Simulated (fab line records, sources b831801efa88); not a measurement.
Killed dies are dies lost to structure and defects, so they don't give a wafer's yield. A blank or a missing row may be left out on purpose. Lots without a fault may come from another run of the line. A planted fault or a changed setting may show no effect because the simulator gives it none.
Chamber matching | flow gf180mcu | GF_V5_CVD_02 on pecvd-04: 3 sister chambers
The step deposits SiO2 from TEOS, target thk 1450 nm, time 163.28 s. 3 wafers are shown with their chamber, then 8 later ones without.

WAFERS WITH THEIR CHAMBER
wafer  | chamber | heater_power_w (W)
L427.6 | 2       | 793
L429.5 | 1       | 470
L430.2 | 0       | 774

WAFERS WITHOUT THEIR CHAMBER
wafer  | heater_power_w (W)
L430.3 | 502
L430.6 | 566
L435.2 | 739
L435.4 | 477
L435.6 | 776
L440.2 | 650
L440.3 | 571
L440.4 | 622

WHICH CHAMBER EACH WENT THROUGH
wafer  | from the rows above          | in truth
L430.3 | 1                            | 1
L430.6 | can't be placed: 1 or 0 or 2 | 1
L435.2 | can't be placed: 0 or 2      | 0
L435.4 | 1                            | 1
L435.6 | can't be placed: 0 or 2      | 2
L440.2 | can't be placed: 0 or 2 or 1 | 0
L440.3 | can't be placed: 1 or 0 or 2 | 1
L440.4 | can't be placed: 0 or 1 or 2 | 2
Placed correctly: 2 of 8. Can't be placed from these rows: 6 (the true chamber is among the candidates in 6). Placed wrongly: 0.
How it was worked out, from the rows above alone: a wafer's distance from a chamber is the root of the sum, over the readings, of the square of ((its reading less the chamber's mean) divided by the reading's scatter). The wafer belongs to the nearest chamber; if the next one is less than 2 further off, it can't be placed. A chamber's mean is the mean of its shown wafers. The scatter: with one shown wafer a chamber, the root of the mean of the squares of how far each hidden wafer lies from its nearest shown one.
